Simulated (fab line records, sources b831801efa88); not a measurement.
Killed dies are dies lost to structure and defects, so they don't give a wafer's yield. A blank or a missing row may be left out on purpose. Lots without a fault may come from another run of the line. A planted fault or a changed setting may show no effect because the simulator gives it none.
A struck lot beside a sound one | flow sky130 | 21 steps out of a route of 708
Sound: wafers L989.1, L989.5, L989.6. Struck: wafers L106.1, L106.4, L106.6. The cause comes at the end.
At each step with rows: each side's tool, then ch and its chambers, then its first start. Under that, the readings that differ: sound wafers | struck wafers | difference of the means | sigmas: that difference in standard deviations of wafers without a fault.
alike: readings whose means differ by less than 2 such deviations, and words and numbers that are the same on both sides. not compared: withheld readings, readings that some wafer has no value for, bounds like >300 that may hide the same value, and numbers for which the record gives no deviation and whose values overlap.
The two part at a step that has a row with sigmas, a row that says differs or no value, or rows on one side only. Numbers that don't overlap but have no deviation are shown without sigmas and don't part them. A reading that every wafer of one side lacks parts them only if that side has two wafers or more.

first, 1 step without rows for these wafers: SKY_METAL2_SPUTTER_00 (material Ti, target thk 15 nm, time 10 s).
SKY_METAL2_SPUTTER_01: material TiN, target thk 20 nm, time 16.7 s.
  sound on pvd_sputter-04, day 33 19:00; struck on pvd_sputter-01, day 39 13:10
  alike: throttle_valve_pct
SKY_METAL2_SPUTTER_02: material AlCu, target thk 250 nm, time 13.3 s.
  sound on pvd_sputter-04, day 33 19:02; struck on pvd_sputter-01, day 39 13:11
  alike: throttle_valve_pct
SKY_METAL2_SPUTTER_03: material Ti, target thk 5 nm, time 3.3 s.
  sound on pvd_sputter-04, day 33 19:03; struck on pvd_sputter-01, day 39 13:13
  alike: throttle_valve_pct
then, 1 step without rows for these wafers: SKY_METAL2_SPUTTER_04 (material TiN, target thk 70 nm, time 58.3 s).
SKY_METAL2_RS_MEAS_05: measures by four-point-probe.
  sound on film_metro-04, day 33 19:07; struck on film_metro-02, day 39 13:17
  alike: METAL2_ALCU_RS
SKY_METAL2_THK_MEAS_06: measures by xrf.
  sound on film_metro-04, day 33 19:14; struck on film_metro-02, day 39 13:24
  alike: METAL2_ALCU_THK
then, 5 steps without rows for these wafers: SKY_METAL2_DEHYDRATE_07 (time 60 s); SKY_METAL2_HMDS_08 (prime time 60 s); SKY_METAL2_COAT_09 (resist thk 60 nm); SKY_METAL2_COAT_10 (resist thk 453.5 nm); SKY_METAL2_SOFTBAKE_11 (time 90 s).
SKY_METAL2_EXPOSE_12: exposes mask MM2, target cd 140 nm.
  sound on krf_scanner-01 ch 0, day 34 07:52; struck on krf_scanner-02 ch 0, day 40 01:13
  reading              | sound             | struck            | difference | sigmas
  exposure_dose_mJ_cm2 | 27.95 27.97 27.94 | 25.80 25.79 25.79 | -2.16      | -70
  alike: mask, reticle_temp_C
then, 2 steps without rows for these wafers: SKY_METAL2_PEB_13; SKY_METAL2_DEVELOP_14 (develop time 60 s).
SKY_METAL2_CD_MEAS_15: target cd 140 nm.
  sound on cd_sem-02, day 34 21:40; struck on cd_sem-02, day 40 13:43
  not compared: cd_nm
SKY_METAL2_OVL_MEAS_16:
  sound on overlay-01, day 34 21:47; struck on overlay-02, day 40 13:50
  not compared: METAL2_OVL
SKY_METAL2_DESCUM_17: chemistry O2, time 8 s.
  sound on rie_metal-03 ch 0,1, day 34 21:49; struck on rie_metal-02 ch 0,1, day 40 13:52
  alike: drypump_motor_current_A, oes_product_au
  not compared: rf_hours_counter_h, model.METAL2.cd_nm
SKY_METAL2_ETCH_18: etches BARC in N2/H2, stops on SiO2, time 45.9 s, target depth 60 nm.
  sound on rie_metal-03 ch 0,1, day 34 21:51; struck on rie_metal-02 ch 0,1, day 40 13:54
  alike: bias_w, drypump_motor_current_A, oes_product_au, throttle_valve_pct
  not compared: rf_hours_counter_h
SKY_METAL2_METAL_ETCH_19: etches the open film in Cl2/BCl3, stops on SiO2, target depth 360 nm, time 78 s.
  sound on rie_metal-03 ch 0,1, day 34 21:55; struck on rie_metal-02 ch 0,1, day 40 13:58
  alike: bias_w, drypump_motor_current_A, oes_product_au, throttle_valve_pct
  not compared: rf_hours_counter_h, model.METAL2.cd_nm
SKY_METAL2_STRIP_20: strips in O2/N2.
  sound on plasma_asher-01 ch 0,1, day 34 22:00; struck on plasma_asher-01 ch 0,1, day 40 14:03
  alike: drypump_motor_current_A, oes_product_au, strip_time_to_endpoint_s
  not compared: rf_hours_counter_h

WHERE THEY PART
Only at SKY_METAL2_EXPOSE_12, within this record. Later steps at which nothing parts them and some readings are alike: SKY_METAL2_DESCUM_17, SKY_METAL2_ETCH_18, SKY_METAL2_METAL_ETCH_19, SKY_METAL2_STRIP_20.

WHY: what the simulator had put in
Process parameter drift: krf_scanner-02, from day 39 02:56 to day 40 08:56, at SKY_METAL2_EXPOSE_12. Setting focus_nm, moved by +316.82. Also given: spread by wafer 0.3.
